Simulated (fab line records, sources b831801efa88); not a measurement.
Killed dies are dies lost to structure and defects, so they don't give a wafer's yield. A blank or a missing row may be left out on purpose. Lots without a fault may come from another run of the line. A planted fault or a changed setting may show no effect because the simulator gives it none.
Chamber matching | flow sky130 | SKY_FIELD_ISO_ETCH_17 on rie_si-02: 4 sister chambers
The step etches Si in HBr/Cl2/O2, target depth 342 nm, time 97.7 s. 4 wafers are shown with their chamber, then 12 later ones without.

WAFERS WITH THEIR CHAMBER
wafer  | chamber | drypump_motor_current_A (A)
L089.2 | 2       | 6.1
L089.4 | 1       | 5.0
L091.2 | 0       | 5.5
L091.5 | 3       | 5.6

WAFERS WITHOUT THEIR CHAMBER
wafer  | drypump_motor_current_A (A)
L092.1 | 6.2
L092.3 | 5.0
L092.5 | 6.2
L093.3 | 6.2
L093.4 | 5.5
L093.6 | 5.6
L094.1 | 5.0
L094.5 | 4.9
L094.6 | 5.5
L095.1 | 5.6
L095.4 | 5.5
L095.5 | 6.1

WHICH CHAMBER EACH WENT THROUGH
wafer  | from the rows above     | in truth
L092.1 | 2                       | 2
L092.3 | 1                       | 1
L092.5 | 2                       | 2
L093.3 | 2                       | 2
L093.4 | can't be placed: 0 or 3 | 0
L093.6 | can't be placed: 3 or 0 | 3
L094.1 | 1                       | 1
L094.5 | 1                       | 1
L094.6 | can't be placed: 0 or 3 | 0
L095.1 | can't be placed: 3 or 0 | 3
L095.4 | can't be placed: 0 or 3 | 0
L095.5 | 2                       | 2
Placed correctly: 7 of 12. Can't be placed from these rows: 5 (the true chamber is among the candidates in 5). Placed wrongly: 0.
How it was worked out, from the rows above alone: a wafer's distance from a chamber is the root of the sum, over the readings, of the square of ((its reading less the chamber's mean) divided by the reading's scatter). The wafer belongs to the nearest chamber; if the next one is less than 2 further off, it can't be placed. A chamber's mean is the mean of its shown wafers. The scatter: with one shown wafer a chamber, the root of the mean of the squares of how far each hidden wafer lies from its nearest shown one.
